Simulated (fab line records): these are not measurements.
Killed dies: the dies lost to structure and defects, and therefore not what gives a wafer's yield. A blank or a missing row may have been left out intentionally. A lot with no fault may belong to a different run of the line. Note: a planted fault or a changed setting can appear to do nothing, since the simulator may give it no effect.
fab line records -- flow sky130
[record] lots = 11, wafers = 33, last_day = 50
route steps=708 shown POLY_GATE@227 LI_CONTACT@376 LOCAL_INTERCONNECT@402 CONTACT@425 PAD_OPEN@708
lots that met no fault: taken from a fault-free run of the same line
start_h: start of the lot's first displayed wafer, in hours after the record's first day -- wait_h: time in hours since the lot's previous step -- " identical to the entry in the row above -- L1.1+2: a single row standing in for several wafers -- - no value, or no start was given -- * or withheld: withheld -- < > ~ a bound
route shown NAME@n: names a module that has steps shown in the file, with the first one's number in the route -- usual: the fault-free wafers' mean and standard deviation -- same: alike in all rows -- chamber/n: place in a boat -- sites: per-site readings -- _std_site: standard deviation across them -- _edge_site: the outer-site mean with the inner-site mean subtracted -- radius_mm: how far each site lies from the wafer's centre -- mask NAME#n: copy n -- behind: the last tool/chamber to shape the wafer -- hold: reason for holding the lot/hours on hold/outcome of the hold -- device: whichever transistor did not switch (one of n, p or np) -- end of line: tests of these same wafers at the route's end -- step lacking rows: just its recipe -- killed: dies that structure and defects cost at the first sort, which is not the same as the wafer's yield -- map: per-die view of a wafer (x killed, . not killed, _ where there is no die)
set.NAME: the setting that was run; set.NAME@STEP: the one run at that earlier step -- model.NAME: the simulator's own value behind a step, which no gauge read
the route's steps for a sample of lots (tables are steps, rows are wafers)
services: from which hour (start_h, from the record's first day; less than 0 if before it) a tool's chamber was out of use, for how many hours, and why
[[steps]]
[step SKY_POLY_GATE_CD_MEAS_13]
[recipe] target_cd_nm = 150
[usual] cd_nm = 150.0/1.3
lot.wafer,tool,chamber,start_h,wait_h,cd_nm
L612.3,cd_sem-01,-,385.17,-,149.8
L612.4,cd_sem-01,-,385.17,-,152.3
L612.6,cd_sem-01,-,385.17,-,151.7
L619.2,cd_sem-01,-,432.83,-,148.4
L619.3,cd_sem-01,-,432.83,-,149.1
L619.6,cd_sem-01,-,432.83,-,150.7
L618.3,cd_sem-01,-,434.45,-,151.3
L618.4,cd_sem-01,-,434.45,-,152.5
L618.6,cd_sem-01,-,434.45,-,150.5
L621.1,cd_sem-02,-,445.21,-,150.8
L621.3,cd_sem-02,-,445.21,-,150.0
L621.4,cd_sem-02,-,445.21,-,149.6
L622.4,cd_sem-01,-,463.07,-,148.1
L622.5,cd_sem-01,-,463.07,-,148.0
L622.6,cd_sem-01,-,463.07,-,148.0
L623.1,cd_sem-02,-,471.06,-,149.5
L623.2,cd_sem-02,-,471.06,-,150.1
L623.3,cd_sem-02,-,471.06,-,149.6
L627.2,cd_sem-02,-,496.60,-,150.4
L627.3,cd_sem-02,-,496.60,-,149.2
L627.4,cd_sem-02,-,496.60,-,148.1
L628.1,cd_sem-02,-,507.98,-,152.5
L628.3,cd_sem-02,-,507.98,-,150.7
L628.5,cd_sem-02,-,507.98,-,151.4
L629.2,cd_sem-01,-,512.68,-,149.0
L629.5,cd_sem-01,-,512.68,-,148.1
L629.6,cd_sem-01,-,512.68,-,149.0
L630.2,cd_sem-02,-,527.95,-,150.8
L630.5,cd_sem-02,-,527.95,-,148.9
L630.6,cd_sem-02,-,527.95,-,150.0
L633.2,cd_sem-01,-,551.83,-,151.4
L633.5,cd_sem-01,-,551.83,-,150.9
L633.6,cd_sem-01,-,551.83,-,150.1
[step SKY_LI_CONTACT_ETCH_14]
[recipe] chemistry = N2/H2, target = BARC, ion_energy_ev = 200, source_w = 500, bias_w = 100, pressure_mtorr = 30, n2_flow_sccm = 100, h2_flow_sccm = 200, stop_on = SiO2, time_s = 45.9, target_depth_a = 600
[usual] bias_w = 99.98/0.3, chamber_pressure_mTorr = 30.00/0.031, drypump_motor_current_A = 5.6/0.4, oes_product_au = 0.855/0.0045, throttle_valve_pct = 13.226/0.0084
lot.wafer,tool,chamber,start_h,wait_h,bias_w,chamber_pressure_mTorr,drypump_motor_current_A,oes_product_au,rf_hours_counter_h,throttle_valve_pct
L612.3,rie_diel-02,2,692.85,0.0,100.05,29.96,5.7,0.851,9,13.226
L612.4,rie_diel-02,1,692.85,0.0,99.73,30.04,5.6,0.856,4,13.224
L612.6,rie_diel-02,1,692.85,0.0,99.95,29.99,5.5,0.852,-,13.227
L619.2,rie_diel-01,2,734.55,0.0,100.16,29.99,5.9,0.856,3,13.220
L619.3,rie_diel-01,1,734.55,0.0,99.93,29.99,5.4,0.853,8,13.223
L619.6,rie_diel-01,0,734.55,0.0,99.87,30.00,5.0,0.850,-,13.209
L618.3,rie_diel-01,2,738.01,0.0,100.18,29.96,5.9,0.853,3,13.215
L618.4,rie_diel-01,1,738.01,0.0,100.02,29.96,5.4,0.859,8,13.224
L618.6,rie_diel-01,3,738.01,0.0,99.89,29.95,6.2,0.857,-,13.232
L621.1,rie_diel-02,2,750.20,0.0,-,-,-,-,-,-
L621.3,rie_diel-02,1,750.20,0.0,-,-,-,-,-,-
L621.4,rie_diel-02,3,750.20,0.0,-,-,-,-,-,-
L622.4,rie_diel-03,3,759.74,0.0,-,-,-,-,-,-
L622.5,rie_diel-03,3,759.74,0.0,-,-,-,-,-,-
L622.6,rie_diel-03,1,759.74,0.0,-,-,-,-,-,-
L623.1,rie_diel-01,1,768.39,0.0,-,-,-,-,-,-
L623.2,rie_diel-01,3,768.39,0.0,-,-,-,-,-,-
L623.3,rie_diel-01,2,768.39,0.0,-,-,-,-,-,-
L627.2,rie_diel-02,1,789.94,0.0,99.59,30.02,5.5,0.861,7,13.233
L627.3,rie_diel-02,0,789.94,0.0,100.71,29.95,5.1,0.862,7,13.226
L627.4,rie_diel-02,0,789.94,0.0,100.26,30.06,5.1,0.857,-,13.230
L628.1,rie_diel-02,2,800.92,0.0,99.52,29.98,5.7,0.858,12,13.232
L628.3,rie_diel-02,0,800.92,0.0,99.88,30.01,5.1,0.851,7,13.230
L628.5,rie_diel-02,2,800.92,0.0,99.85,29.96,5.7,0.850,-,13.230
L629.2,rie_diel-03,1,803.40,0.0,99.75,30.00,4.9,0.849,4,13.238
L629.5,rie_diel-03,3,803.40,0.0,100.14,29.99,5.3,0.858,-,13.231
L629.6,rie_diel-03,2,803.40,0.0,99.88,29.77,5.9,0.854,-,13.220
L630.2,rie_diel-02,1,820.02,0.0,100.26,29.98,5.5,0.855,8,13.227
L630.5,rie_diel-02,0,820.02,0.0,99.61,30.00,5.1,0.866,-,13.225
L630.6,rie_diel-02,1,820.02,0.0,100.36,29.96,5.5,0.855,-,13.221
L633.2,rie_diel-03,0,838.99,0.0,99.43,29.99,5.8,0.853,6,13.234
L633.5,rie_diel-03,1,838.99,0.0,99.94,30.02,4.9,0.853,-,13.232
L633.6,rie_diel-03,2,838.99,0.0,100.16,30.00,5.9,0.861,-,13.224
[step SKY_LI_CONTACT_ETCH_15]
[recipe] target = PSG, chemistry = C4F8/O2/Ar, stop_on = Si, taper_deg = 4.15, mask_material = KrF-thick, source_w = 1500, bias_w = 1200, pressure_mtorr = 40, c4f8_flow_sccm = withheld, O2_flow_sccm = 6, Ar_flow_sccm = 300, time_s = withheld, target_depth_a = 6000
[usual] bias_w = 1201/3.5, chamber_pressure_mTorr = 40.01/0.048, oes_product_au = 0.836/0.0045
lot.wafer,tool,chamber,start_h,wait_h,bias_w,chamber_pressure_mTorr,oes_product_au
L612.3,rie_diel-02,2,692.89,0.0,1203,39.99,0.839
L612.4,rie_diel-02,1,692.89,0.0,1198,40.00,0.831
L612.6,rie_diel-02,1,692.89,0.0,1203,40.00,0.836
L619.2,rie_diel-01,2,734.59,0.0,1201,39.99,0.847
L619.3,rie_diel-01,1,734.59,0.0,1202,39.95,0.840
L619.6,rie_diel-01,0,734.59,0.0,1206,40.02,0.829
L618.3,rie_diel-01,2,738.06,0.0,1200,40.09,0.839
L618.4,rie_diel-01,1,738.06,0.0,1202,40.04,0.834
L618.6,rie_diel-01,3,738.06,0.0,1199,40.00,0.832
L621.1,rie_diel-02,2,750.24,0.0,1197,39.98,0.385
L621.3,rie_diel-02,1,750.24,0.0,1203,40.05,0.377
L621.4,rie_diel-02,3,750.24,0.0,1204,40.06,0.384
L622.4,rie_diel-03,3,759.82,0.1,1200,39.99,0.376
L622.5,rie_diel-03,3,759.82,0.1,1200,40.01,0.370
L622.6,rie_diel-03,1,759.82,0.1,1203,40.03,0.373
L623.1,rie_diel-01,1,768.43,0.0,1207,40.00,0.370
L623.2,rie_diel-01,3,768.43,0.0,1200,40.04,0.369
L623.3,rie_diel-01,2,768.43,0.0,1203,39.96,0.374
L627.2,rie_diel-02,1,789.98,0.0,1200,40.04,0.836
L627.3,rie_diel-02,0,789.98,0.0,1196,40.35,0.831
L627.4,rie_diel-02,0,789.98,0.0,1197,39.97,0.832
L628.1,rie_diel-02,2,800.96,0.0,1204,40.04,0.836
L628.3,rie_diel-02,0,800.96,0.0,1202,40.01,0.836
L628.5,rie_diel-02,2,800.96,0.0,1209,39.92,0.839
L629.2,rie_diel-03,1,803.44,0.0,1198,40.00,0.842
L629.5,rie_diel-03,3,803.44,0.0,1203,39.94,0.840
L629.6,rie_diel-03,2,803.44,0.0,1206,40.06,0.835
L630.2,rie_diel-02,1,820.06,0.0,1198,40.02,0.843
L630.5,rie_diel-02,0,820.06,0.0,1197,40.09,0.841
L630.6,rie_diel-02,1,820.06,0.0,1200,40.00,0.839
L633.2,rie_diel-03,0,839.03,0.0,1201,39.98,0.840
L633.5,rie_diel-03,1,839.03,0.0,1201,40.01,0.846
L633.6,rie_diel-03,2,839.03,0.0,1204,39.98,0.836
[step SKY_LI_CONTACT_STRIP_16]
[recipe] chemistry = O2/N2, power_w = 1400, pressure_mtorr = 1500, platen_temp_c = withheld, o2_flow_sccm = 3000, n2_flow_sccm = 300, overash_fraction = 0.5
[usual] chamber_pressure_mTorr = 1500.0/1.4, drypump_motor_current_A = 6.0/0.35, oes_product_au = 0.376/0.0043, strip_time_to_endpoint_s = 3.51/0.034
lot.wafer,tool,chamber,start_h,wait_h,chamber_pressure_mTorr,drypump_motor_current_A,oes_product_au,rf_hours_counter_h,strip_time_to_endpoint_s
L612.3,plasma_asher-01,0,693.01,-,1500.6,5.5,0.379,-,3.48
L612.4,plasma_asher-01,1,693.01,-,1500.0,6.7,0.366,-,3.56
L612.6,plasma_asher-01,1,693.01,-,1500.4,6.7,0.380,-,3.56
L619.2,plasma_asher-04,1,734.68,-,1501.1,5.6,0.378,94,3.51
L619.3,plasma_asher-04,1,734.68,-,1500.8,5.6,0.374,-,3.52
L619.6,plasma_asher-04,1,734.68,-,1498.7,5.6,0.372,-,3.54
L618.3,plasma_asher-03,1,738.18,-,1501.1,5.9,0.373,-,3.48
L618.4,plasma_asher-03,0,738.18,-,1500.7,6.3,0.387,-,3.49
L618.6,plasma_asher-03,0,738.18,-,1501.1,6.3,0.373,-,3.46
L621.1,plasma_asher-03,0,750.33,-,1501.0,6.3,0.396,60,3.97
L621.3,plasma_asher-03,0,750.33,-,1502.1,6.3,0.391,-,3.99
L621.4,plasma_asher-03,1,750.33,-,1498.3,5.9,0.397,-,3.99
L622.4,plasma_asher-04,1,759.94,-,1499.1,5.6,0.389,-,3.98
L622.5,plasma_asher-04,0,759.94,-,1501.5,5.9,0.394,-,3.98
L622.6,plasma_asher-04,1,759.94,-,1500.7,5.6,0.394,-,3.96
L623.1,plasma_asher-03,1,768.51,-,1501.3,5.9,0.393,61,3.96
L623.2,plasma_asher-03,0,768.51,-,1500.1,6.4,0.397,61,3.94
L623.3,plasma_asher-03,1,768.51,-,1499.4,5.9,0.381,-,3.97
L627.2,plasma_asher-03,0,790.06,-,1497.7,6.4,0.376,63,3.52
L627.3,plasma_asher-03,1,790.06,-,1499.4,5.9,0.376,-,3.54
L627.4,plasma_asher-03,0,790.06,-,1501.8,6.4,0.377,-,3.51
L628.1,plasma_asher-01,1,801.04,-,1499.4,6.7,0.375,5,3.49
L628.3,plasma_asher-01,0,801.04,-,1499.8,5.5,0.373,-,3.51
L628.5,plasma_asher-01,0,801.04,-,1497.1,5.5,0.379,-,3.48
L629.2,plasma_asher-03,1,803.53,-,1500.8,5.9,0.378,65,3.45
L629.5,plasma_asher-03,1,803.53,-,1501.1,5.9,0.369,-,3.49
L629.6,plasma_asher-03,0,803.53,-,1498.8,6.3,0.380,-,3.57
L630.2,plasma_asher-04,1,820.14,-,1499.2,5.6,0.377,103,3.50
L630.5,plasma_asher-04,1,820.14,-,1500.5,5.6,0.376,-,3.52
L630.6,plasma_asher-04,0,820.14,-,1500.9,6.0,0.379,-,3.50
L633.2,plasma_asher-01,1,839.11,-,1500.6,6.7,0.375,9,3.50
L633.5,plasma_asher-01,0,839.11,-,1502.3,5.6,0.380,-,3.46
L633.6,plasma_asher-01,1,839.11,-,1499.9,6.7,0.373,-,3.58
[step SKY_LOCAL_INTERCONNECT_STRIP_15]
[recipe] chemistry = O2/N2, power_w = 1400, pressure_mtorr = 1500, platen_temp_c = withheld, o2_flow_sccm = 3000, n2_flow_sccm = 300, overash_fraction = 0.5
[usual] chamber_pressure_mTorr = 1500.2/1.3, drypump_motor_current_A = 5.8/0.52, oes_product_au = 0.429/0.0047, strip_time_to_endpoint_s = 4.765/0.026
lot.wafer,tool,chamber,start_h,wait_h,chamber_pressure_mTorr,drypump_motor_current_A,oes_product_au,rf_hours_counter_h,strip_time_to_endpoint_s
L612.3,plasma_asher-01,0,722.58,0.1,1498.8,5.6,0.422,-,4.775
L612.4,plasma_asher-01,1,722.58,0.1,1502.1,6.7,0.431,-,4.777
L612.6,plasma_asher-01,1,722.58,0.1,1498.4,6.7,0.427,-,4.765
L619.2,plasma_asher-02,0,762.65,0.0,1498.6,6.0,0.440,35,4.792
L619.3,plasma_asher-02,1,762.65,0.0,1501.2,5.0,0.428,-,4.758
L619.6,plasma_asher-02,0,762.65,0.0,1498.5,6.0,0.430,-,4.776
L618.3,plasma_asher-01,1,766.63,0.1,1500.0,6.7,0.424,-,4.757
L618.4,plasma_asher-01,0,766.63,0.1,1501.7,5.6,0.427,-,4.747
L618.6,plasma_asher-01,0,766.63,0.1,1501.7,5.6,0.438,-,4.743
L627.2,plasma_asher-04,0,818.73,0.0,1500.4,5.9,0.422,102,4.737
L627.3,plasma_asher-04,1,818.73,0.0,1500.1,5.6,0.425,-,4.743
L627.4,plasma_asher-04,0,818.73,0.0,1501.5,5.9,0.425,-,4.727
L628.1,plasma_asher-01,0,829.29,0.0,1498.3,5.6,0.428,8,4.723
L628.3,plasma_asher-01,1,829.29,0.0,1502.0,6.7,0.432,-,4.776
L628.5,plasma_asher-01,1,829.29,0.0,1498.0,6.7,0.427,-,4.727
L629.2,plasma_asher-04,1,831.91,0.1,1500.3,5.6,0.430,104,4.783
L629.5,plasma_asher-04,0,831.91,0.1,1501.6,5.9,0.431,-,4.808
L629.6,plasma_asher-04,1,831.91,0.1,1501.7,5.7,0.426,-,4.809
L630.2,plasma_asher-02,0,847.68,0.0,1500.9,6.0,0.432,44,4.760
L630.5,plasma_asher-02,1,847.68,0.0,1497.8,4.9,0.434,-,4.774
L630.6,plasma_asher-02,0,847.68,0.0,1500.3,6.0,0.436,-,4.756
L633.2,plasma_asher-04,0,866.60,0.0,1500.6,5.9,0.428,108,4.762
L633.5,plasma_asher-04,0,866.60,0.0,1499.3,5.9,0.421,-,4.782
L633.6,plasma_asher-04,1,866.60,0.0,1498.0,5.6,0.429,-,4.796
[step SKY_CONTACT_STRIP_19]
[recipe] chemistry = O2/N2, power_w = 1400, pressure_mtorr = 1500, platen_temp_c = withheld, o2_flow_sccm = 3000, n2_flow_sccm = 300, overash_fraction = 0.5
[usual] chamber_pressure_mTorr = 1499.9/1.4, drypump_motor_current_A = 5.7/0.44, oes_product_au = 0.381/0.0048, strip_time_to_endpoint_s = 3.63/0.039
lot.wafer,tool,chamber,start_h,wait_h,chamber_pressure_mTorr,drypump_motor_current_A,oes_product_au,rf_hours_counter_h,strip_time_to_endpoint_s
L612.3,plasma_asher-04,0,752.05,-,1499.3,5.9,0.373,-,3.61
L612.4,plasma_asher-04,1,752.05,-,1500.0,5.6,0.379,-,3.56
L612.6,plasma_asher-04,1,752.05,-,1498.2,5.6,0.382,-,3.63
L619.2,plasma_asher-02,1,789.89,-,1500.6,5.0,0.386,38,3.59
L619.3,plasma_asher-02,0,789.89,-,1501.6,6.0,0.384,-,3.59
L619.6,plasma_asher-02,0,789.89,-,1498.8,6.0,0.378,-,3.59
L618.3,plasma_asher-02,1,794.40,-,1499.3,5.0,0.374,-,3.65
L618.4,plasma_asher-02,0,794.40,-,1498.9,6.0,0.394,-,3.74
L618.6,plasma_asher-02,0,794.40,-,1500.3,6.0,0.378,-,3.69
L627.2,plasma_asher-02,0,846.40,-,1501.9,6.0,0.378,44,3.65
L627.3,plasma_asher-02,0,846.40,-,1498.4,6.0,0.382,-,3.62
L627.4,plasma_asher-02,1,846.40,-,1502.4,5.0,0.389,-,3.65
L628.1,plasma_asher-03,0,857.42,-,1500.9,6.3,0.381,70,3.69
L628.3,plasma_asher-03,0,857.42,-,1498.4,6.3,0.387,-,3.64
L628.5,plasma_asher-03,1,857.42,-,1501.8,5.9,0.372,-,3.63
L629.2,plasma_asher-03,0,859.37,-,1499.0,6.3,0.384,70,3.68
L629.5,plasma_asher-03,1,859.37,-,1500.7,5.9,0.378,-,3.59
L629.6,plasma_asher-03,0,859.37,-,1497.8,6.3,0.383,-,3.67
L630.2,plasma_asher-02,0,874.92,-,1497.6,6.0,0.377,46,3.58
L630.5,plasma_asher-02,1,874.92,-,1500.6,4.9,0.385,-,3.59
L630.6,plasma_asher-02,0,874.92,-,1498.7,6.0,0.381,-,3.60
L633.2,plasma_asher-02,0,893.27,-,1499.0,6.0,0.378,49,3.62
L633.5,plasma_asher-02,1,893.27,-,1502.0,5.0,0.379,-,3.63
L633.6,plasma_asher-02,0,893.27,-,1501.3,6.0,0.387,-,3.64
[step SKY_PAD_OPEN_PROBE_99]
[usual] killed_at_M0_to_M3 = 42/6.8, killed_at_M4_up = 3.4/1.8, killed_at_contacts = 25/5.7, killed_at_front_end = 16/4.8, killed_at_other = 0.2/0.39, killed_dies = 87/9.6, killed_on_rim = 17/3.9, killed_open = 47/6.9, killed_short = 40/6.3
[same] gross_dies = 492, killed_at_back_side = 0
lot.wafer,tool,chamber,start_h,wait_h,killed_at_M0_to_M3,killed_at_M4_up,killed_at_contacts,killed_at_front_end,killed_at_other,killed_dies,killed_on_rim,killed_open,killed_short
L612.3,prober-01,-,1091.01,0.2,46,4,32,11,0,93,26,51,42
L612.4,prober-01,-,1091.06,0.2,48,4,26,11,1,90,14,49,41
L612.6,prober-01,-,1091.16,0.2,46,5,29,17,0,97,13,55,42
L619.2,prober-02,-,1118.53,0.1,40,3,28,11,0,82,13,42,40
L619.3,prober-02,-,1118.58,0.2,29,4,20,18,0,71,12,36,35
L619.6,prober-02,-,1118.73,0.2,42,2,26,24,0,94,26,63,31
L621.1,prober-02,-,1131.38,0.1,226,49,149,21,47,492,96,51,50
L621.3,prober-02,-,1131.48,0.2,197,52,184,13,46,492,96,59,37
L621.4,prober-02,-,1131.53,0.2,204,52,172,17,47,492,96,62,39
L623.1,prober-02,-,1145.28,0.1,208,60,147,13,64,492,96,43,28
L623.2,prober-02,-,1145.33,0.1,196,61,160,20,55,492,96,49,38
L623.3,prober-02,-,1145.38,0.2,212,60,163,12,45,492,96,48,36
L628.1,prober-01,-,1167.13,0.1,46,4,29,15,0,94,15,51,43
L628.3,prober-01,-,1167.23,0.2,43,7,27,11,0,88,19,51,37
L628.5,prober-01,-,1167.33,0.2,44,3,23,16,0,86,7,50,36
L633.2,prober-02,-,1189.52,0.1,37,5,31,16,0,89,18,41,48
L633.5,prober-02,-,1189.67,0.2,49,4,22,26,0,101,23,53,48
L633.6,prober-02,-,1189.72,0.2,34,4,27,9,1,75,10,45,30
// killed by level:class
L612.3 VIA1:geometric_particle:open=14 CONTACT:geometric_particle:open=12 LI_CONTACT:geometric_particle:open=7 METAL1:geometric_particle:short=7 LOCAL_INTERCONNECT:geometric_particle:short=6 VIA1:geometric_particle:short=6 VIA3:geometric_particle:open=6 LI_CONTACT:geometric_particle:short=5
L612.4 CONTACT:geometric_particle:open=10 LI_CONTACT:geometric_particle:open=9 VIA1:geometric_particle:open=9 METAL1:geometric_particle:short=7 VIA1:geometric_particle:short=6 METAL2:geometric_particle:short=6 VIA2:geometric_particle:short=5 VIA3:geometric_particle:open=5
L612.6 VIA1:geometric_particle:open=19 CONTACT:geometric_particle:open=13 VIA1:geometric_particle:short=8 FIELD_ISO:geometric_particle:open=5 POLY_GATE:geometric_particle:short=5 LI_CONTACT:geometric_particle:open=5 CONTACT:geometric_particle:short=5 FIELD_ISO:geometric_particle:short=3
L619.2 CONTACT:geometric_particle:open=11 CONTACT:geometric_particle:short=8 VIA1:geometric_particle:open=8 LOCAL_INTERCONNECT:geometric_particle:short=6 VIA2:geometric_particle:open=6 FIELD_ISO:geometric_particle:open=4 METAL1:geometric_particle:short=4 VIA1:geometric_particle:short=4
L619.3 CONTACT:geometric_particle:open=9 FIELD_ISO:geometric_particle:open=7 VIA1:geometric_particle:open=7 POLY_GATE:geometric_particle:short=5 CONTACT:geometric_particle:short=5 LI_CONTACT:geometric_particle:open=4 VIA1:geometric_particle:short=4 METAL1:geometric_particle:short=4
L619.6 CONTACT:geometric_particle:open=12 VIA3:geometric_particle:open=11 VIA1:geometric_particle:open=10 FIELD_ISO:geometric_particle:open=7 VIA2:geometric_particle:open=7 POLY_GATE:geometric_particle:short=6 LI_CONTACT:geometric_particle:open=5 LOCAL_INTERCONNECT:geometric_particle:short=5
L621.1 LI_CONTACT:area_etch=79 VIA2:area_expose=31 VIA1:area_expose=29 VIA3:area_expose=29 METAL2:area_expose=28 VIA4:area_expose=28 METAL3:area_expose=27 CAP2M:area_expose=27
L621.3 LI_CONTACT:area_etch=85 LOCAL_INTERCONNECT:area_expose=40 VIA4:area_expose=35 VIA1:area_expose=31 CONTACT:area_expose=28 METAL3:area_expose=27 CAPM:area_expose=26 METAL2:area_expose=24
L621.4 LI_CONTACT:area_etch=88 VIA1:area_expose=32 VIA3:area_expose=30 METAL1:area_expose=29 CAPM:area_expose=28 METAL2:area_expose=28 CONTACT:area_expose=25 VIA4:area_expose=24
L623.1 LI_CONTACT:area_etch=83 VIA2:area_expose=35 CAPM:area_expose=33 VIA4:area_expose=31 METAL2:area_expose=31 CAP2M:area_expose=31 METAL4:area_expose=28 VIA3:area_expose=27
L623.2 LI_CONTACT:area_etch=77 VIA4:area_expose=35 CONTACT:area_expose=35 VIA1:area_expose=32 METAL2:area_expose=31 CAPM:area_expose=30 VIA2:area_expose=30 METAL3:area_expose=26
L623.3 LI_CONTACT:area_etch=76 VIA2:area_expose=39 LOCAL_INTERCONNECT:area_expose=36 VIA3:area_expose=31 VIA4:area_expose=29 METAL2:area_expose=29 METAL1:area_expose=27 METAL4:area_expose=27
L628.1 VIA1:geometric_particle:open=14 CONTACT:geometric_particle:open=10 LI_CONTACT:geometric_particle:open=7 METAL1:geometric_particle:short=6 LOCAL_INTERCONNECT:geometric_particle:short=5 METAL2:geometric_particle:short=5 VIA3:geometric_particle:open=5 CONTACT:geometric_particle:short=4
L628.3 LI_CONTACT:geometric_particle:open=13 CONTACT:geometric_particle:open=9 VIA2:geometric_particle:open=8 METAL1:geometric_particle:short=6 METAL4:geometric_particle:short=6 METAL3:geometric_particle:short=5 METAL2:geometric_particle:short=5 VIA3:geometric_particle:open=4
L628.5 VIA1:geometric_particle:open=15 CONTACT:geometric_particle:open=11 METAL1:geometric_particle:short=8 LI_CONTACT:geometric_particle:open=6 POLY_GATE:geometric_particle:open=5 VIA2:geometric_particle:short=4 VIA2:geometric_particle:open=4 SPACER:geometric_particle:short=3
L633.2 VIA1:geometric_particle:open=9 LI_CONTACT:geometric_particle:open=8 LOCAL_INTERCONNECT:geometric_particle:short=8 POLY_GATE:geometric_particle:short=6 METAL1:geometric_particle:short=6 METAL2:geometric_particle:short=6 LI_CONTACT:geometric_particle:short=5 CONTACT:geometric_particle:open=5
L633.5 VIA1:geometric_particle:open=13 FIELD_ISO:geometric_particle:short=7 FIELD_ISO:geometric_particle:open=7 LI_CONTACT:geometric_particle:open=7 METAL2:geometric_particle:short=6 VIA3:geometric_particle:short=6 POLY_GATE:geometric_particle:open=5 VIA3:geometric_particle:open=5
L633.6 CONTACT:geometric_particle:open=12 LI_CONTACT:geometric_particle:open=10 VIA3:geometric_particle:open=6 VIA1:geometric_particle:open=5 METAL1:geometric_particle:short=4 METAL2:geometric_particle:short=4 VIA2:geometric_particle:short=4 VIA2:geometric_particle:open=3
[[services]]
tool,chamber,start_h,hours,kind
rie_diel-01,1,674.90,7.5,repair
plasma_asher-03,-,694.39,1.4,repair
plasma_asher-04,-,695.19,4.2,repair
plasma_asher-03,-,702.17,14.1,repair
plasma_asher-03,-,703.84,0.6,repair
rie_diel-02,0,705.16,16.2,repair
rie_diel-03,0,712.52,48.8,repair
rie_diel-03,-,718.32,15.6,pm
plasma_asher-01,-,733.75,9.0,pm
rie_diel-03,2,747.35,16.1,repair
rie_diel-02,3,767.10,7.8,repair
rie_diel-01,3,771.63,5.9,repair
rie_diel-01,3,778.21,6.7,repair
rie_diel-03,-,780.35,2.8,pm
rie_diel-02,3,789.02,4.9,repair
rie_diel-03,1,789.45,10.2,repair
rie_diel-03,-,799.24,0.5,repair
plasma_asher-04,-,815.43,1.5,repair
plasma_asher-03,-,815.63,3.5,repair
rie_diel-03,1,824.19,14.5,repair
rie_diel-02,0,835.49,1.5,repair
plasma_asher-01,-,841.53,2.8,pm
plasma_asher-02,-,848.60,0.9,repair
rie_diel-02,-,867.90,14.6,pm
[[key]]
[first_sign] step = SKY_LI_CONTACT_ETCH_14, reading = tool_record, direction = missing
[effect] step = SKY_LI_CONTACT_ETCH_15, reading = oes_product_au, direction = down, sigmas = 99+, usual = 0.836, struck = 0.375
[effect] step = SKY_LI_CONTACT_STRIP_16, reading = strip_time_to_endpoint_s, direction = up, sigmas = 14, usual = *, struck = *
[effect] step = SKY_PAD_OPEN_PROBE_99, reading = killed_at_other, direction = up, sigmas = 50, usual = 0.2, struck = 50.7
[more_kills_born_at] SKY_LI_CONTACT_ETCH_14@rie_diel-02 = 252
met_at SKY_LI_CONTACT_ETCH_14
struck_lots L621,L622,L623
later_rows_left_out L621.1,L621.3,L621.4,L622.4,L622.5,L622.6,L623.1,L623.2,L623.3
sort_left_out L622.4,L622.5,L622.6
tester_left_out L621,L622,L623
not_acting_at SKY_POLY_GATE_CD_MEAS_13,SKY_LOCAL_INTERCONNECT_STRIP_15,SKY_CONTACT_STRIP_19
onset_between 738.01 750.20
[fault] kind = skipped_step_whole, tool = rie_diel-01,rie_diel-02,rie_diel-03, chamber = -, onset_h = 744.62, steps = SKY_LI_CONTACT_ETCH_14, scope = struck_lots_only
// tester_left_out: of these lots the tester's yield and bins aren't shown, on N5 and GAA mostly nor the transistor test; their killed dies are dies lost to structure and defects alone, not to doping, threshold or leakage, so they don't give the yield
// sort_left_out: the simulated sort isn't trusted on such a fault, so these wafers' sort isn't shown, and their yield isn't known
// later_rows_left_out: the simulator's readings of these wafers behind a module that went badly wrong aren't trusted and aren't shown, but for the sort
